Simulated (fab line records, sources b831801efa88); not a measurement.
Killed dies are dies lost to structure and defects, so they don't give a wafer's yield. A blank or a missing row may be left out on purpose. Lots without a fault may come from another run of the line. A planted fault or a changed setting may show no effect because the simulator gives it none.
Which tool did it? | flow sky130 | 10 lots, 30 wafers sampled, at 4 steps of a route of 708

WHAT THE GAUGES READ, wafer by wafer
SKY_VIA3_RS_MEAS_22: measures by four-point-probe.
lot  | measured     | on            | VIA3_W_RS (ohm/sq)
L954 | day 39 19:49 | film_metro-03 | 0.2935 0.2936 0.2922
L955 | day 40 03:44 | film_metro-02 | 0.2915 0.2903 0.2925
L959 | day 41 12:23 | film_metro-02 | 0.2979 0.2943 0.2970
L961 | day 41 23:14 | film_metro-02 | 0.2934 0.2030 0.2022
L962 | day 42 18:53 | film_metro-03 | 0.2021 0.2890 0.2900
L972 | day 45 09:08 | film_metro-02 | 0.2988 0.2974 0.2919
L973 | day 45 11:22 | film_metro-04 | 0.2929 0.2938 0.2939
L974 | day 45 14:25 | film_metro-03 | 0.2996 0.2992 0.2961
L976 | day 46 11:13 | film_metro-04 | 0.2946 0.2969 0.2941
L977 | day 46 19:03 | film_metro-03 | 0.2913 0.2923 0.2925

WHICH TOOL RAN EACH LOT (tool, then ch and the chambers of the sampled wafers, then the start)
lot  | SKY_METAL3_ETCH_17                 | SKY_VIA3_CMP_02               | SKY_VIA3_CVD_21
L954 | rie_diel-03 ch 0,2,3, day 38 15:58 | cmp-02 ch 0,1, day 38 17:04   | cvd_w-02 ch 1, day 39 19:38
L955 | rie_diel-03 ch 0,3, day 38 23:58   | cmp-01 ch 0,1,3, day 39 01:08 | cvd_w-02 ch 0,1, day 40 03:36
L959 | rie_diel-01 ch 1,2,3, day 40 08:49 | cmp-01 ch 0,1,3, day 40 09:52 | cvd_w-02 ch 0,1, day 41 12:15
L961 | rie_diel-03 ch 1,2,3, day 40 20:14 | cmp-02 ch 1,2,3, day 40 21:23 | cvd_w-02 ch 0,1, day 41 23:07
L962 | rie_diel-03 ch 0,1,3, day 41 15:08 | cmp-01 ch 0,1,2, day 41 16:14 | cvd_w-02 ch 0,1, day 42 18:46
L972 | rie_diel-01 ch 0,1,2, day 44 07:29 | cmp-02 ch 0,3, day 44 08:54   | cvd_w-01 ch 0,1, day 45 09:01
L973 | rie_diel-04 ch 1,2,3, day 44 10:53 | cmp-02 ch 1,3, day 44 12:01   | cvd_w-02 ch 0,1, day 45 11:14
L974 | rie_diel-03 ch 1,2,3, day 44 14:11 | cmp-01 ch 1,2,3, day 44 15:38 | cvd_w-02 ch 0,1, day 45 14:18
L976 | rie_diel-03 ch 1,3, day 45 11:25   | cmp-02 ch 1,2, day 45 12:31   | cvd_w-02 ch 0, day 46 11:04
L977 | rie_diel-01 ch 0,1,2, day 45 19:47 | cmp-01 ch 0,1,3, day 45 20:49 | cvd_w-02 ch 0,1, day 46 18:56
- SKY_METAL3_ETCH_17: etches SiO2 in C4F8/O2/Ar, stops on TiN, time 3.9 s, target depth 15 nm.
- SKY_VIA3_CMP_02: polishes SiO2.
- SKY_VIA3_CVD_21: deposits W, target thk 390 nm, time 117.31 s.

THE ANSWER, worked out from the rows above alone
Rule: what is usual is taken from the lots themselves. Put in order of their means at a reading, lots are off if they are a third of the lots or fewer, leave a main group of 4 or more, and stand apart from it by a gap of 3 or more times the standard deviation of the main group's means; of several such gaps the widest counts. A main group whose means are all the same, to the digits that the tables above print for the reading, isn't used. A lot without any number at a reading at which 4 lots or more have one is off too. The other lots that the step has rows for count as sound.
Off: L961, L962, at SKY_VIA3_RS_MEAS_22 (VIA3_W_RS). The main group: mean 0.2945 ohm/sq, standard deviation 0.0022.
A tool fits if, at a process step before that reading, it ran every lot that is off, and no sound lot after the first of them. The gauges at SKY_VIA3_RS_MEAS_22 are tried like those tools. None of those tried fits.

WHAT THE SIMULATOR HAD PUT IN
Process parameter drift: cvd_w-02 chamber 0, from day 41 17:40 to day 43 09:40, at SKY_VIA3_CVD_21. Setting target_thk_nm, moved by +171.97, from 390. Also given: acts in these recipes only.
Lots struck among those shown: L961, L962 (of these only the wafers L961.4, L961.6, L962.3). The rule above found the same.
